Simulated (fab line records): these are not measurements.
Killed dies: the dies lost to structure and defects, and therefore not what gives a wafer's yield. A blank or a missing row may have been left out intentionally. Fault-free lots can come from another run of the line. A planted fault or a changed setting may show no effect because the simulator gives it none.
fab line records ; flow sky130
[record] lots = 11; wafers = 33; last_day = 50
route steps=708 shown METAL4@600 VIA4@660 METAL5@662 PAD_OPEN@708
lots that met no fault: taken from a fault-free run of the same line
start_h: start of the lot's first displayed wafer, in hours after the record's first day ; wait_h: hours since the lot's step before ; " identical to the entry in the row above ; L1.1+2: one row covering several wafers at once ; - no value, or no start given ; * or withheld: withheld ; < > ~ a bound
route shown NAME@n: a module of which the file shows steps, and the number in the route of the first ; usual: mean and standard deviation over wafers with no fault ; same: alike in all rows ; chamber/n: place in a boat ; sites: readings site by site ; _std_site: standard deviation of those values ; _edge_site: inner sites' mean taken away from outer sites' mean ; radius_mm: for every site, how far away it sits from the centre of the wafer ; mask NAME#n: copy n ; behind: tool/chamber where the wafer was last shaped ; hold: cause of the lot's hold/its duration in hours/its outcome ; device: the transistor (n, p or np) that didn't switch ; end of line: the route-end tests of the same wafers ; a step without rows: its recipe alone ; killed: the dies lost at the first sort to structure and to defects; this is not the yield of the wafer ; map: per-die view of a wafer (x killed, . not killed, _ where there is no die)
set.NAME: the setting that was run; set.NAME@STEP: the one run at that earlier step ; model.NAME: the simulator's own value behind a step, which no gauge read
the route's steps for a sample of lots (tables are steps, rows are wafers)
services: a tool's chamber out of use, with start hour (start_h, from the record's first day; less than 0 if before it), hours out, and reason
[[steps]]
[step SKY_METAL4_SPUTTER_02]
[recipe] material = AlCu; target_thk_nm = 735; power_w = 10310; time_s = 39.1; chamber_pressure_pa = 0.4
[usual] cathode_dc_power_W = 10310/1.8; chamber_pressure_pa = 0.4001/0.00081; throttle_valve_pct = 30.1/1.1
lot.wafer;tool;chamber;start_h;wait_h;cathode_dc_power_W;chamber_pressure_pa;throttle_valve_pct
L675.2;pvd_sputter-01;-;941.19;0.0;10311;0.3994;31.2
L675.3;pvd_sputter-01;-;941.19;0.0;10305;0.3997;29.9
L675.6;pvd_sputter-01;-;941.19;0.0;10307;0.3992;31.9
L677.1;pvd_sputter-02;-;954.09;0.0;10309;0.3999;28.7
L677.2;pvd_sputter-02;-;954.09;0.0;10309;0.4023;27.8
L677.5;pvd_sputter-02;-;954.09;0.0;10309;0.3990;30.6
L678.2;pvd_sputter-04;-;963.14;0.0;10310;0.4014;31.0
L678.4;pvd_sputter-04;-;963.14;0.0;10308;0.4002;31.4
L678.5;pvd_sputter-04;-;963.14;0.0;10308;0.4008;30.3
L681.1;pvd_sputter-04;-;977.17;0.0;10312;0.3994;30.8
L681.3;pvd_sputter-04;-;977.17;0.0;10310;0.3990;30.3
L681.4;pvd_sputter-04;-;977.17;0.0;10311;0.3997;31.5
L682.3;pvd_sputter-02;-;980.09;0.0;10312;0.3999;28.0
L682.4;pvd_sputter-02;-;980.09;0.0;10311;0.3995;30.9
L682.6;pvd_sputter-02;-;980.09;0.0;10315;0.4005;28.5
L684.1;pvd_sputter-01;-;995.72;0.0;10310;0.3992;30.7
L684.2;pvd_sputter-01;-;995.72;0.0;10311;0.4007;29.7
L684.6;pvd_sputter-01;-;995.72;0.0;10312;0.3991;29.6
L687.2;pvd_sputter-04;-;1017.94;0.0;10309;0.4016;31.8
L687.4;pvd_sputter-04;-;1017.94;0.0;10311;0.4004;30.9
L687.6;pvd_sputter-04;-;1017.94;0.0;10308;0.3999;30.2
L688.3;pvd_sputter-01;-;1025.87;0.0;10315;0.4014;30.3
L688.4;pvd_sputter-01;-;1025.87;0.0;10311;0.3997;31.5
L688.6;pvd_sputter-01;-;1025.87;0.0;10311;0.4012;30.6
L696.2;pvd_sputter-04;-;1068.95;0.0;10309;0.3995;29.7
L696.4;pvd_sputter-04;-;1068.95;0.0;10310;0.4003;30.9
L696.6;pvd_sputter-04;-;1068.95;0.0;10308;0.4003;31.5
L697.2;pvd_sputter-02;-;1074.66;0.0;10311;0.4014;28.4
L697.3;pvd_sputter-02;-;1074.66;0.0;10310;0.3993;30.9
L697.5;pvd_sputter-02;-;1074.66;0.0;10310;0.3999;31.0
L698.1;pvd_sputter-04;-;1076.12;0.0;10313;0.4003;31.3
L698.3;pvd_sputter-04;-;1076.12;0.0;10310;0.4000;30.0
L698.6;pvd_sputter-04;-;1076.12;0.0;10310;0.4004;29.6
[step SKY_VIA4_CMP_21]
[recipe] stop_on = SiO2; t_overpolish_s = 25; down_force_psi = 3.5; platen_rpm = 60; target_thk_nm = 0; pad_velocity_m_s = 0.94248
[usual] motor_current_A = 10.8/0.78; overpolish_run_s = 25.000/0.0092; retaining_ring_pressure_frac = 1.001/0.0047; time_to_endpoint_s = 123/3.7
lot.wafer;tool;chamber;start_h;wait_h;motor_current_A;overpolish_run_s;retaining_ring_pressure_frac;time_to_endpoint_s
L675.2;cmp-01;0;1015.88;0.2;10.1;25.001;0.997;124
L675.3;cmp-01;1;1015.88;0.2;11.1;25.013;1.003;121
L675.6;cmp-01;2;1015.88;0.2;10.4;25.003;1.009;120
L677.2;cmp-02;0;1027.60;0.0;9.7;25.005;1.006;121
L677.1;cmp-02;2;1027.60;0.0;10.6;25.009;1.005;118
L677.5;cmp-02;1;1027.60;0.0;11.3;24.996;0.998;117
L678.2;cmp-02;1;1037.63;0.0;12.3;24.996;1.010;130
L678.4;cmp-02;0;1037.63;0.0;10.5;25.009;1.001;129
L678.5;cmp-02;1;1037.63;0.0;11.7;25.002;1.001;130
L681.4;cmp-01;1;1050.72;0.1;11.5;25.015;0.997;126
L681.1;cmp-01;2;1050.72;0.1;11.9;25.016;1.003;121
L681.3;cmp-01;3;1050.72;0.1;12.2;24.995;0.996;121
L682.3;cmp-01;2;1051.92;0.0;10.6;25.006;1.009;131
L682.4;cmp-01;0;1051.92;0.0;9.8;24.991;1.002;130
L682.6;cmp-01;2;1051.92;0.0;11.0;25.007;1.008;131
L684.2;cmp-01;1;1067.01;0.0;11.3;25.010;1.007;124
L684.1;cmp-01;3;1067.01;0.0;12.0;25.004;1.002;120
L684.6;cmp-01;1;1067.01;0.0;11.5;25.005;0.998;119
L687.2;cmp-02;3;1087.96;0.1;9.5;24.991;0.998;123
L687.4;cmp-02;0;1087.96;0.1;10.2;25.008;1.000;120
L687.6;cmp-02;2;1087.96;0.1;11.1;24.995;1.003;125
L688.3;cmp-02;3;1096.10;0.0;10.1;25.003;0.998;128
L688.4;cmp-02;1;1096.10;0.0;11.1;24.995;1.001;123
L688.6;cmp-02;0;1096.10;0.0;9.8;24.992;1.000;130
L696.2;cmp-02;2;1134.01;0.1;10.5;25.005;1.003;129
L696.4;cmp-02;3;1134.01;0.1;9.7;25.004;0.997;119
L696.6;cmp-02;1;1134.01;0.1;11.7;24.996;0.997;120
L697.2;cmp-01;2;1138.37;0.0;10.7;25.004;1.011;125
L697.3;cmp-01;3;1138.37;0.0;11.7;25.011;0.988;126
L697.5;cmp-01;3;1138.37;0.0;11.8;24.995;0.983;122
L698.1;cmp-02;3;1140.83;0.4;9.2;24.995;0.998;116
L698.3;cmp-02;2;1140.83;0.4;11.7;24.997;1.001;129
L698.6;cmp-02;3;1140.83;0.4;9.5;24.987;1.004;122
[step SKY_METAL5_SPUTTER_01]
[recipe] material = TiN; target_thk_nm = 20; power_w = 6500; time_s = 16.7; chamber_pressure_pa = 0.4
[usual] cathode_dc_power_W = 6500.0/1.3; chamber_pressure_pa = 0.3999/0.00078; throttle_valve_pct = 30.5/0.73
lot.wafer;tool;chamber;start_h;wait_h;cathode_dc_power_W;chamber_pressure_pa;throttle_valve_pct
L675.2;pvd_sputter-01;-;1016.10;0.0;6500.9;0.3989;30.0
L675.3;pvd_sputter-01;-;1016.10;0.0;6499.3;0.3988;30.9
L675.6;pvd_sputter-01;-;1016.10;0.0;6499.3;0.4011;31.7
L677.1;pvd_sputter-03;-;1027.92;0.0;6500.8;0.3999;29.6
L677.2;pvd_sputter-03;-;1027.92;0.0;6499.2;0.3993;29.7
L677.5;pvd_sputter-03;-;1027.92;0.0;6501.3;0.3991;30.5
L678.2;pvd_sputter-04;-;1037.95;0.0;6499.9;0.4000;30.2
L678.4;pvd_sputter-04;-;1037.95;0.0;6500.0;0.4003;29.8
L678.5;pvd_sputter-04;-;1037.95;0.0;6499.9;0.3990;30.1
L681.1;pvd_sputter-04;-;1050.99;0.0;6501.2;0.4001;31.3
L681.3;pvd_sputter-04;-;1050.99;0.0;6497.1;0.3998;30.9
L681.4;pvd_sputter-04;-;1050.99;0.0;6500.5;0.4002;29.8
L682.3;pvd_sputter-03;-;1052.24;0.0;6500.3;0.4006;29.9
L682.4;pvd_sputter-03;-;1052.24;0.0;6498.0;0.3980;31.3
L682.6;pvd_sputter-03;-;1052.24;0.0;6498.1;0.4015;29.8
L684.1;pvd_sputter-04;-;1067.33;0.0;6500.7;0.3998;31.7
L684.2;pvd_sputter-04;-;1067.33;0.0;6500.4;0.3988;30.1
L684.6;pvd_sputter-04;-;1067.33;0.0;6503.4;0.4002;31.4
L687.2;pvd_sputter-01;-;1088.23;0.0;6498.3;0.4012;29.6
L687.4;pvd_sputter-01;-;1088.23;0.0;6500.5;0.4011;31.7
L687.6;pvd_sputter-01;-;1088.23;0.0;6501.5;0.4011;29.5
L688.3;pvd_sputter-01;-;1096.42;0.0;6499.8;0.3991;30.9
L688.4;pvd_sputter-01;-;1096.42;0.0;6500.8;0.4004;29.7
L688.6;pvd_sputter-01;-;1096.42;0.0;6499.8;0.4011;30.6
L696.2;pvd_sputter-04;-;1134.28;0.0;-;-;-
L696.4;pvd_sputter-04;-;1134.28;0.0;-;-;-
L696.6;pvd_sputter-04;-;1134.28;0.0;-;-;-
L697.2;pvd_sputter-01;-;1138.69;0.0;-;-;-
L697.3;pvd_sputter-01;-;1138.69;0.0;-;-;-
L697.5;pvd_sputter-01;-;1138.69;0.0;-;-;-
L698.1;pvd_sputter-01;-;1141.15;0.0;6501.7;0.3996;30.5
L698.3;pvd_sputter-01;-;1141.15;0.0;6500.0;0.3987;31.6
L698.6;pvd_sputter-01;-;1141.15;0.0;6501.7;0.4000;30.8
[step SKY_METAL5_SPUTTER_03]
[recipe] material = Ti; target_thk_nm = 5; power_w = 3000; time_s = 3.3; chamber_pressure_pa = 0.4
[usual] cathode_dc_power_W = 3000.1/0.56; chamber_pressure_pa = 0.3999/0.00081; throttle_valve_pct = 30.5/0.7
lot.wafer;tool;chamber;start_h;wait_h;cathode_dc_power_W;chamber_pressure_pa;throttle_valve_pct
L675.2;pvd_sputter-01;-;1016.18;0.0;3000.4;0.4002;29.5
L675.3;pvd_sputter-01;-;1016.18;0.0;2999.0;0.3998;31.0
L675.6;pvd_sputter-01;-;1016.18;0.0;2998.1;0.4008;31.6
L677.1;pvd_sputter-03;-;1028.00;0.0;3000.6;0.3992;29.9
L677.2;pvd_sputter-03;-;1028.00;0.0;2999.0;0.4003;29.2
L677.5;pvd_sputter-03;-;1028.00;0.0;3001.2;0.4010;30.7
L678.2;pvd_sputter-04;-;1038.02;0.0;3000.5;0.4016;30.2
L678.4;pvd_sputter-04;-;1038.02;0.0;3000.1;0.4005;29.6
L678.5;pvd_sputter-04;-;1038.02;0.0;3000.4;0.4013;30.3
L681.1;pvd_sputter-04;-;1051.07;0.0;3000.4;0.3993;31.4
L681.3;pvd_sputter-04;-;1051.07;0.0;3000.1;0.3990;30.9
L681.4;pvd_sputter-04;-;1051.07;0.0;2999.1;0.4001;29.3
L682.3;pvd_sputter-03;-;1052.32;0.0;3000.4;0.4012;29.7
L682.4;pvd_sputter-03;-;1052.32;0.0;2999.8;0.3994;31.2
L682.6;pvd_sputter-03;-;1052.32;0.0;3000.6;0.3998;29.9
L684.1;pvd_sputter-04;-;1067.41;0.0;3001.0;0.3984;31.5
L684.2;pvd_sputter-04;-;1067.41;0.0;3000.6;0.3999;30.1
L684.6;pvd_sputter-04;-;1067.41;0.0;2999.9;0.4001;31.4
L687.2;pvd_sputter-01;-;1088.31;0.0;2999.8;0.4005;29.6
L687.4;pvd_sputter-01;-;1088.31;0.0;3000.8;0.4001;31.6
L687.6;pvd_sputter-01;-;1088.31;0.0;3000.8;0.4006;29.7
L688.3;pvd_sputter-01;-;1096.50;0.0;2999.3;0.3984;30.5
L688.4;pvd_sputter-01;-;1096.50;0.0;3000.1;0.4006;29.8
L688.6;pvd_sputter-01;-;1096.50;0.0;2998.8;0.3974;30.8
L696.2;pvd_sputter-04;-;1134.36;0.0;2999.7;0.3984;31.6
L696.4;pvd_sputter-04;-;1134.36;0.0;3000.9;0.3987;29.3
L696.6;pvd_sputter-04;-;1134.36;0.0;3000.7;0.3989;30.9
L697.2;pvd_sputter-01;-;1138.76;0.0;2999.8;0.3996;31.6
L697.3;pvd_sputter-01;-;1138.76;0.0;3001.0;0.3981;29.8
L697.5;pvd_sputter-01;-;1138.76;0.0;2999.6;0.4002;29.7
L698.1;pvd_sputter-01;-;1141.23;0.0;2999.5;0.3999;30.6
L698.3;pvd_sputter-01;-;1141.23;0.0;3000.1;0.3989;31.4
L698.6;pvd_sputter-01;-;1141.23;0.0;3000.0;0.4013;30.5
[step SKY_PAD_OPEN_PROBE_99]
[usual] defect_limited_yield = 82.6/1.9; killed_at_M0_to_M3 = 43/7.1; killed_at_M4_up = 3.0/1.6; killed_at_contacts = 24/5.3; killed_at_front_end = 16/4.1; killed_at_other = 0.5/0.82; killed_dies = 86/9.4; killed_open = 46/6.9; killed_short = 39/6.5; sort_bin_3_pad_short = 0.9/0.45; sort_bin_5_function = 10.3/1.5; sort_bin_6_memory = 6.2/1.1; sort_n_pass = 406/9.4; sort_yield_pct = 82.6/1.9
[same] gross_dies = 492; killed_at_back_side = 0; sort_bin_4_leakage[%] = 0; sort_bin_8_speed[%] = 0
lot.wafer;tool;chamber;start_h;wait_h;defect_limited_yield[%];killed_at_M0_to_M3;killed_at_M4_up;killed_at_contacts;killed_at_front_end;killed_at_other;killed_dies;killed_open;killed_short;sort_bin_3_pad_short[%];sort_bin_5_function[%];sort_bin_6_memory[%];sort_n_pass;sort_yield_pct[%]
L682.3;prober-01;-;1118.88;0.2;81.5;43;4;21;22;1;91;50;41;1.4;10.8;6.3;401;81.5
L682.4;prober-01;-;1118.93;0.2;82.7;42;3;27;13;0;85;53;32;0.6;10.2;6.5;407;82.7
L682.6;prober-01;-;1119.03;0.2;83.7;40;5;22;10;3;80;38;42;0.8;9.1;6.3;412;83.7
L684.1;prober-01;-;1132.38;0.1;84.8;35;3;22;15;0;75;41;34;0.4;9.1;5.7;417;84.8
L684.2;prober-01;-;1132.43;0.1;81.1;57;2;19;15;0;93;50;43;1.4;9.8;7.7;399;81.1
L684.6;prober-01;-;1132.63;0.2;83.9;55;1;16;7;0;79;48;31;0.8;8.9;6.3;413;83.9
L688.3;prober-01;-;1157.30;0.2;80.1;57;1;23;17;0;98;51;47;1.2;11.8;6.9;394;80.1
L688.4;prober-01;-;1157.35;0.2;82.1;50;4;19;15;0;88;46;42;0.4;10.8;6.7;404;82.1
L688.6;prober-01;-;1157.45;0.2;79.9;44;2;40;13;0;99;53;46;1.8;11.6;6.7;393;79.9
L696.2;prober-02;-;1189.97;0.1;85.4;33;1;22;15;1;72;38;34;0.8;8.3;5.5;420;85.4
L696.4;prober-02;-;1190.07;0.2;80.9;54;1;21;18;0;94;48;46;1.2;12.0;5.9;398;80.9
L696.6;prober-02;-;1190.17;0.2;85.0;31;3;18;22;0;74;35;39;0.8;7.9;6.3;418;85.0
// killed by level:class
L682.3 VIA1:geometric_particle:open=12 VIA3:geometric_particle:open=9 CONTACT:geometric_particle:open=8 LI_CONTACT:geometric_particle:open=6 METAL1:geometric_particle:short=6 FIELD_ISO:geometric_particle:open=5 POLY_GATE:geometric_particle:short=4 SPACER:geometric_particle:short=4
L682.4 LI_CONTACT:geometric_particle:open=9 CONTACT:geometric_particle:open=9 VIA3:geometric_particle:open=9 VIA1:geometric_particle:open=7 METAL1:geometric_particle:open=5 VIA2:geometric_particle:open=5 POLY_GATE:geometric_particle:open=4 METAL1:geometric_particle:short=4
L682.6 VIA2:geometric_particle:open=7 LI_CONTACT:geometric_particle:open=6 VIA1:geometric_particle:open=6 METAL3:geometric_particle:short=6 VIA3:geometric_particle:open=6 CONTACT:geometric_particle:short=5 LOCAL_INTERCONNECT:geometric_particle:short=4 METAL1:geometric_particle:short=4
L684.1 VIA1:geometric_particle:open=9 CONTACT:geometric_particle:open=8 VIA2:geometric_particle:open=8 LOCAL_INTERCONNECT:geometric_particle:short=5 VIA3:geometric_particle:open=5 METAL2:geometric_particle:short=5 FIELD_ISO:geometric_particle:open=4 POLY_GATE:geometric_particle:open=4
L684.2 VIA1:geometric_particle:open=14 VIA2:geometric_particle:open=12 METAL2:geometric_particle:short=10 CONTACT:geometric_particle:open=8 VIA1:geometric_particle:short=7 METAL1:geometric_particle:short=6 CONTACT:geometric_particle:short=5 FIELD_ISO:geometric_particle:open=4
L684.6 VIA1:geometric_particle:open=14 VIA2:geometric_particle:open=12 METAL2:geometric_particle:short=7 VIA1:geometric_particle:short=5 VIA3:geometric_particle:open=5 FIELD_ISO:geometric_particle:open=4 CONTACT:geometric_particle:open=4 METAL3:geometric_particle:short=4
L688.3 VIA1:geometric_particle:open=14 CONTACT:geometric_particle:open=11 VIA1:geometric_particle:short=8 VIA2:geometric_particle:open=8 METAL1:geometric_particle:short=7 FIELD_ISO:geometric_particle:short=5 METAL3:geometric_particle:short=5 LI_CONTACT:geometric_particle:open=4
L688.4 VIA1:geometric_particle:open=11 LI_CONTACT:geometric_particle:open=8 VIA3:geometric_particle:open=8 METAL1:geometric_particle:short=7 METAL3:geometric_particle:short=6 VIA2:geometric_particle:short=4 LOCAL_INTERCONNECT:geometric_particle:short=4 CONTACT:geometric_particle:open=4
L688.6 LI_CONTACT:geometric_particle:open=14 VIA1:geometric_particle:open=11 CONTACT:geometric_particle:open=10 VIA1:geometric_particle:short=8 LI_CONTACT:geometric_particle:short=7 FIELD_ISO:geometric_particle:short=6 VIA2:geometric_particle:open=5 CONTACT:geometric_particle:short=5
L696.2 VIA1:geometric_particle:open=9 METAL1:geometric_particle:short=8 LI_CONTACT:geometric_particle:open=7 LOCAL_INTERCONNECT:geometric_particle:short=6 VIA2:geometric_particle:open=5 POLY_GATE:geometric_particle:open=4 CONTACT:geometric_particle:open=4 FIELD_ISO:geometric_particle:open=3
L696.4 VIA1:geometric_particle:open=12 VIA1:geometric_particle:short=9 VIA3:geometric_particle:open=6 CONTACT:geometric_particle:short=6 METAL1:geometric_particle:short=6 FIELD_ISO:geometric_particle:short=5 CONTACT:geometric_particle:open=5 VIA2:geometric_particle:open=5
L696.6 CONTACT:geometric_particle:open=10 FIELD_ISO:geometric_particle:short=7 METAL2:geometric_particle:short=7 FIELD_ISO:geometric_particle:open=6 METAL3:geometric_particle:short=5 POLY_GATE:geometric_particle:open=4 METAL1:geometric_particle:short=4 VIA1:geometric_particle:open=4
[[services]]
tool;chamber;start_h;hours;kind
pvd_sputter-02;-;963.74;3.7;repair
pvd_sputter-03;-;1013.09;3.5;repair
cmp-02;-;1022.08;1.4;repair
cmp-01;-;1040.37;1.5;repair
cmp-02;-;1046.99;1.3;repair
cmp-01;-;1062.29;2.8;repair
cmp-02;-;1077.78;4.0;pm
cmp-01;-;1081.48;1.2;repair
cmp-01;-;1084.00;4.0;pm
cmp-01;-;1088.00;-;consumable_replace:conditioner
cmp-01;-;1088.00;-;consumable_replace:pad
cmp-01;-;1110.09;0.9;repair
pvd_sputter-04;-;1122.43;0.6;repair
pvd_sputter-01;-;1133.79;1.3;repair
cmp-01;-;1138.68;4.6;repair
[[key]]
[first_sign] step = SKY_METAL5_SPUTTER_01; reading = tool_record; direction = missing
effect none on later readings
met_at SKY_METAL5_SPUTTER_01
struck_lots L696,L697
not_acting_at SKY_METAL4_SPUTTER_02,SKY_VIA4_CMP_21,SKY_METAL5_SPUTTER_03
onset_between 1096.42 1134.28
[fault] kind = skipped_step_whole; tool = pvd_sputter-01,pvd_sputter-04; chamber = -; onset_h = 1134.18; steps = SKY_METAL5_SPUTTER_01; scope = struck_lots_only
